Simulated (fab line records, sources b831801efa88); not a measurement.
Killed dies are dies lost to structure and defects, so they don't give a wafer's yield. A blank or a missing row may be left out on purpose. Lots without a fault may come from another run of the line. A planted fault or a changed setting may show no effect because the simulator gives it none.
One fault seen from 2 desks | flow gf180mcu | each desk has only its own numbers; what lay behind them comes last

THE TOOL OWNER'S DESK: pvd_sputter-03
The tool's own readings at GF_M2_SPUTTER_04 (material TiN, target thk 50 nm, time 41.7 s): means of the sampled wafers that have a number, for each lot that ran on this tool. A lot is out of limits, marked OUT, if its mean lies more than 4 standard deviations from the usual mean; the brackets give that distance.
Columns: A = throttle_valve_pct at GF_M2_SPUTTER_04, usual 30.4 %
lot  | first seen here | A
L354 | day 20 22:59    | 29.9
L355 | day 21 07:11    | 30.7
L357 | day 21 19:41    | 30.1
L366 | day 24 23:24    | 30.3
L370 | day 26 05:37    | 30.7
This desk's finding: nothing out of limits on any of the 5 lots.

THE METROLOGY DESK
What the gauges read, lot by lot, whatever tool the lot ran on: means of the sampled wafers that have a number. A lot is out of limits, marked OUT, if its mean lies more than 4 standard deviations from the usual mean; the brackets give that distance.
Columns: A = M2_ALCU_THK at GF_M2_THK_MEAS_06, usual 452 nm; B = cd_nm at GF_M2_CD_MEAS_14, usual 279.6 nm
lot  | first seen here | A   | B
L347 | day 18 04:46    | 444 | 277.8
L350 | day 19 05:41    | 455 | 278.5
L351 | day 19 19:05    | 451 | 278.6
L354 | day 20 23:10    | 458 | 279.1
L355 | day 21 07:22    | 443 | 280.8
L356 | day 21 19:12    | 453 | 281.0
L357 | day 21 19:51    | 435 | 279.8
L363 | day 23 22:10    | 457 | 280.1
L365 | day 24 16:57    | 451 | 278.7
L366 | day 24 23:34    | 460 | 280.8
L368 | day 25 12:22    | 444 | 280.1
L369 | day 25 20:19    | 451 | 280.2
L370 | day 26 05:47    | 461 | 280.6
This desk's finding: nothing out of limits on any of the 13 lots.

PUT TOGETHER
The tool owner's desk saw nothing out of limits.
The metrology desk saw nothing out of limits.

WHAT THE SIMULATOR HAD PUT IN
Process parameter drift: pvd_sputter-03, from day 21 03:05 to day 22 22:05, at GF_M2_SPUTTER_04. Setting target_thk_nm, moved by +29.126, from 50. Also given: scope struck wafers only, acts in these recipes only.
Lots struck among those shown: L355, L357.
